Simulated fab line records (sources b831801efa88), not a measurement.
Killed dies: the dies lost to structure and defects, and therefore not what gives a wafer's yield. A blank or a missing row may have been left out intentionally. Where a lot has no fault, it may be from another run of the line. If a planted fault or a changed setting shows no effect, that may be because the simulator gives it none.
Problem report, 8D (eight disciplines) form, completed by code -- flow sky130 -- the parts of the form that need people (team, actions taken, sign-off) are left out

== 1. WHAT IS WRONG ==
Mean CAP2M_TIN_RS at SKY_CAP2M_RS_MEAS_03: 9.45 ohm/sq over 3 wafers in 2 lots; fault-free wafers: 6.96 ohm/sq, standard deviation 0.075. Measured from the usual mean, that is +33 standard deviations.
The step: measures by four-point-probe.
Seen first at day 41 15:22 on film metro-02, wafer L939.3. At this step, 27 wafers from 9 lots have a number in the record. By rule, "out" or "out of limits" means more than 4 standard deviations away from the usual mean. All remaining wafers that have a number are taken as sound.

== 2. WHAT IT IS; WHAT IT IS NOT ==
question,is,is not
which readings at this step,CAP2M_TIN_RS,-
which lots,"L939, L940","L935, L949, L951, L952, L953, L954, L955"
which wafers of those lots,"L939.3, L939.5, L940.5","L939.6, L940.2, L940.6"
read on which gauges,film metro-02,film metro-01
when,from day 41 15:22,"up to then (4 sound wafers); but 20 sound wafers of L940, L949, L951, L952, L953, L954, L955 came after"

== 3. SUSPECTS, AND WHAT RULES EACH OUT ==
Counting: if a tool at a process step up to the reading ran every lot that is out, it stays a suspect. Sound lots after the first of them don't rule it out here, since some wafers of a struck lot are sound.
- the gauge at SKY_CAP2M_RS_MEAS_03: ruled out. All the wafers that are out were read on film metro-02, but those of them that SKY_CAP2M_METAL_ETCH_13 has rows for are out there too, on other tools.
- pvd sputter-01 at SKY_CAP2M_SPUTTER_02 (material TiN, target thk 200 nm, time 166.7 s): kept. It ran every lot that is out, first L939 (day 41 15:13); its last sound lot up to then is L935 (day 40 12:59).
The count leaves pvd sputter-01 at SKY_CAP2M_SPUTTER_02.

== 4. THE CAUSE (what the simulator had put in) ==
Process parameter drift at SKY_CAP2M_SPUTTER_02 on pvd sputter-01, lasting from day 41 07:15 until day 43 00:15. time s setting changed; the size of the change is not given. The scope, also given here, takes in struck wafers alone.
The count eliminated every tool but this one.

== 5. THE CHAIN OF EFFECTS, in route order ==
Rows list readings where the struck wafers' mean (over those with a number) sits beyond 3 standard deviations from the usual. Only readings for which the record gives a usual standard deviation are gone through. hours: the time from each lot's start at the first step in this table that gives one to its start at this step, as a median over the lots. sigmas: the change in usual standard deviations.
hours,step,reading,usual,on struck wafers,change,sigmas
0,SKY_CAP2M_RS_MEAS_03,CAP2M_TIN_RS,6.96 ohm/sq,9.45,+2.49,+33
0,SKY_CAP2M_THK_MEAS_04,CAP2M_TIN_THK,197.5 nm,147.7,-49.8,-23
23,SKY_CAP2M_METAL_ETCH_13,oes product au,0.938 a.u.,0.795,-0.143,-19
23,SKY_CAP2M_METAL_ETCH_13,throttle valve pct,21.904 %,21.988,+0.084,+7.7
Process steps it contains:
- SKY_CAP2M_METAL_ETCH_13: etches TiN in Cl2/BCl3, stops on SiO2, target depth 220 nm, time 62.9 s.

== 6. HOW IT WOULD HAVE BEEN CAUGHT EARLIER ==
In this record the first reading out of limits at a measuring or inspecting step was taken at day 41 15:22, 8 hours after the fault began at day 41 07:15.
Of the tool readings at SKY_CAP2M_SPUTTER_02 for which the record gives a usual standard deviation, none was out on any struck wafer, so an alarm limit of 4 standard deviations on them would not have fired.
Lots out: 2; of these, L940 started SKY_CAP2M_SPUTTER_02 on pvd sputter-01 after day 41 15:22. A tool hold placed at that time would have kept it from harm.
